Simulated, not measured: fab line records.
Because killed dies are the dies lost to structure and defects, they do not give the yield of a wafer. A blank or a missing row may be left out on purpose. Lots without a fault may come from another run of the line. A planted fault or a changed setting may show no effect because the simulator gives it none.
Which tool was responsible? / flow sky130 / Sampling: 11 lots, 33 wafers, 2 of 708 route steps

## WHAT EACH GAUGE READ, for each wafer
SKY_GATE_OXIDE_THK_MEAS_02. Usual: for GATE_OXIDE_OXIDATION_00_THK the level is 10.20 nm and the standard deviation is 0.21.
lot=L291; measured=day 12 17:02; on=film-metro-02; GATE_OXIDE_OXIDATION_00_THK (nm)=10.01 10.03 9.93; flag=
lot=L292; measured=day 13 01:05; on=film-metro-04; GATE_OXIDE_OXIDATION_00_THK (nm)=10.41 10.33 10.46; flag=
lot=L295; measured=day 14 08:47; on=film-metro-02; GATE_OXIDE_OXIDATION_00_THK (nm)=10.69 10.38 10.58; flag=
lot=L296; measured=day 14 13:04; on=film-metro-02; GATE_OXIDE_OXIDATION_00_THK (nm)=10.27 10.06 10.30; flag=
lot=L300; measured=day 15 20:07; on=film-metro-01; GATE_OXIDE_OXIDATION_00_THK (nm)=10.39 10.41 10.43; flag=
lot=L301; measured=day 16 01:31; on=film-metro-04; GATE_OXIDE_OXIDATION_00_THK (nm)=10.39 10.30 10.39; flag=
lot=L305; measured=day 18 07:10; on=film-metro-02; GATE_OXIDE_OXIDATION_00_THK (nm)=10.29 10.08 10.04; flag=
lot=L309; measured=day 19 08:30; on=film-metro-01; GATE_OXIDE_OXIDATION_00_THK (nm)=9.91 9.99 10.26; flag=
lot=L310; measured=day 19 21:46; on=film-metro-01; GATE_OXIDE_OXIDATION_00_THK (nm)=10.18 10.07 10.26; flag=
lot=L313; measured=day 20 11:14; on=film-metro-01; GATE_OXIDE_OXIDATION_00_THK (nm)=10.44 10.33 10.37; flag=
lot=L314; measured=day 20 16:19; on=film-metro-02; GATE_OXIDE_OXIDATION_00_THK (nm)=10.29 10.40 10.30; flag=

SKY_METAL2_CD_MEAS_15: target cd 140 nm. Usual: 139.7 nm for cd-nm, sd 1.1.
lot=L291; measured=day 34 23:57; on=cd-sem-01; cd-nm (nm)=138.8 140.0 140.0; flag=
lot=L292; measured=day 35 09:47; on=cd-sem-01; cd-nm (nm)=139.7 138.7 138.5; flag=
lot=L295; measured=day 36 19:15; on=cd-sem-01; cd-nm (nm)=140.1 140.8 140.9; flag=
lot=L296; measured=day 36 21:10; on=cd-sem-02; cd-nm (nm)=138.8 139.6 139.5; flag=
lot=L300; measured=day 38 04:00; on=cd-sem-01; cd-nm (nm)=142.1 142.6 142.0; flag=
lot=L301; measured=day 38 08:17; on=cd-sem-02; cd-nm (nm)=139.6 138.8 139.8; flag=
lot=L305; measured=day 40 02:41; on=cd-sem-01; cd-nm (nm)=138.4 140.5 139.1; flag=
lot=L309; measured=day 40 22:46; on=cd-sem-02; cd-nm (nm)=138.9 138.8 138.2; flag=
lot=L310; measured=day 41 09:41; on=cd-sem-02; cd-nm (nm)=139.6 139.9 138.6; flag=
lot=L313; measured=day 41 20:48; on=cd-sem-02; cd-nm (nm)=138.4 139.0 139.1; flag=
lot=L314; measured=day 42 02:45; on=cd-sem-02; cd-nm (nm)=139.2 138.6 141.2; flag=

## WHICH TOOL RAN EACH LOT (tool, then ch and the chambers of the sampled wafers, then the start)
There is no process step in the record ahead of these readings.

## AS READ BY THE TOOLS THEMSELVES (means over the sampled wafers that have a number; for cases with no such wafer, the mark the record gives instead)
The record holds no such reading with a usual standard deviation.

## THE ANSWER, worked out from the rows above alone
Rule: a lot is off if the mean of its wafers that have a number lies more than 3 standard deviations from the usual mean. A lot without any number at a reading at which 4 lots or more have one is off too. Where the step has rows for the other lots, those lots are counted as sound. After the gauges, taken in route order, come the tools' own readings; for these a lot's mean is taken, as printed above. The first step at which some lot is off is used, and at that step the reading that is off furthest; a lot without a number counts as furthest.
No lot is off at any reading shown: from this, nothing can be told.

## WHAT THE SIMULATOR PUT IN
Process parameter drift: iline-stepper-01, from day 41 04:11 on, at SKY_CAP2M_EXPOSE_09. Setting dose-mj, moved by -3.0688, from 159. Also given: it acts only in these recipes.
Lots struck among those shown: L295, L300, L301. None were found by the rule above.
